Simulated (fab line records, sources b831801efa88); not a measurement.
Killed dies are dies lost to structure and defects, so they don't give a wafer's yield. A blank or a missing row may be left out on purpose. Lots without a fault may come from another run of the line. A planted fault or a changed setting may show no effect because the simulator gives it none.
Problem report in the 8D (eight disciplines) form, filled by code | flow sky130 | the parts of the form that need people (team, actions taken, sign-off) are left out

1. THE PROBLEM
PASSIVATION_CVD_02_THK at SKY_PASSIVATION_THK_MEAS_03 reads a mean of 598 nm on 6 wafers of 2 lots; wafers without a fault read 543 nm with a standard deviation of 7.9. That is +6.9 standard deviations from the usual mean.
First seen on wafer L782.1, day 47 16:40, on film_metro-04. The record holds 33 wafers of 11 lots with a number at this step. Rule for "out", or "out of limits": more than 4 standard deviations from the usual mean. The other wafers with a number count as sound.

2. WHAT IT IS AND WHAT IT IS NOT
question                    | is                           | is not
which readings at this step | PASSIVATION_CVD_02_THK       | -
which lots                  | L782, L783                   | L772, L775, L776, L777, L786, L790, L791, L792, L793
which wafers of those lots  | all that have a number       | -
read on which gauges        | film_metro-03, film_metro-04 | film_metro-02
when                        | from day 47 16:40            | up to then (12 sound wafers); but 15 sound wafers of L786, L790, L791, L792, L793 came after

3. SUSPECTS, AND WHAT RULES EACH OUT
Counting: a tool at a process step up to the reading stays a suspect if it ran every lot that is out and no sound lot after the first of them.
- the gauge at SKY_PASSIVATION_THK_MEAS_03: ruled out. The wafers that are out were read on 2 gauges (film_metro-03, film_metro-04).
- cmp-02 at SKY_VIA4_CMP_21 (polishes, stops on SiO2, t overpolish 25 s, target thk 0 nm): ruled out as a lasting fault. Sound lots L791 ran on it after its first lot that is out, L782 (day 46 19:24).
- pecvd-01 at SKY_PASSIVATION_CVD_02 (deposits Si3N4, target thk 540 nm): kept. It ran every lot that is out, first L782 (day 47 16:26), and no sound lot after that; its last sound lot up to then is L772 (day 44 23:02). Its own readings are out on those wafers: rf_fwd_power_W.
Left after counting: pecvd-01 at SKY_PASSIVATION_CVD_02.

4. THE CAUSE (what the simulator had put in)
Process parameter drift: pecvd-01, from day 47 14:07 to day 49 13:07, at SKY_PASSIVATION_CVD_02. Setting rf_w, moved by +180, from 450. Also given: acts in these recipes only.
Counting left only this tool.

5. THE CHAIN OF EFFECTS, in route order
Each row: a reading whose mean over the struck wafers that have a number lies more than 3 standard deviations from the usual. Only readings for which the record gives a usual standard deviation are gone through. hours: the time from each lot's start at the first step in this table that gives one to its start at this step, as a median over the lots. sigmas: the change in usual standard deviations.
hours | step                        | reading                | usual   | on struck wafers | change | sigmas
0     | SKY_PASSIVATION_CVD_02      | rf_fwd_power_W         | 449.1 W | 628.4            | +179.3 | +99 or more
0     | SKY_PASSIVATION_THK_MEAS_03 | PASSIVATION_CVD_02_THK | 543 nm  | 598              | +54    | +6.9
The process steps in it:
- SKY_PASSIVATION_CVD_02: deposits Si3N4, target thk 540 nm.

6. WHAT WOULD HAVE CAUGHT IT SOONER
In this record the first reading out of limits at a measuring or inspecting step was taken at day 47 16:40, 3 hours after the fault began at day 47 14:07.
The tool's own readings at SKY_PASSIVATION_CVD_02 were out on every struck wafer that the step has a row for (rf_fwd_power_W): an alarm limit on them would have fired on the first of those.
Of the lots that are out (2), L783 began SKY_PASSIVATION_CVD_02 on pecvd-01 after day 47 16:40. A hold on the tool at that time would have spared it.
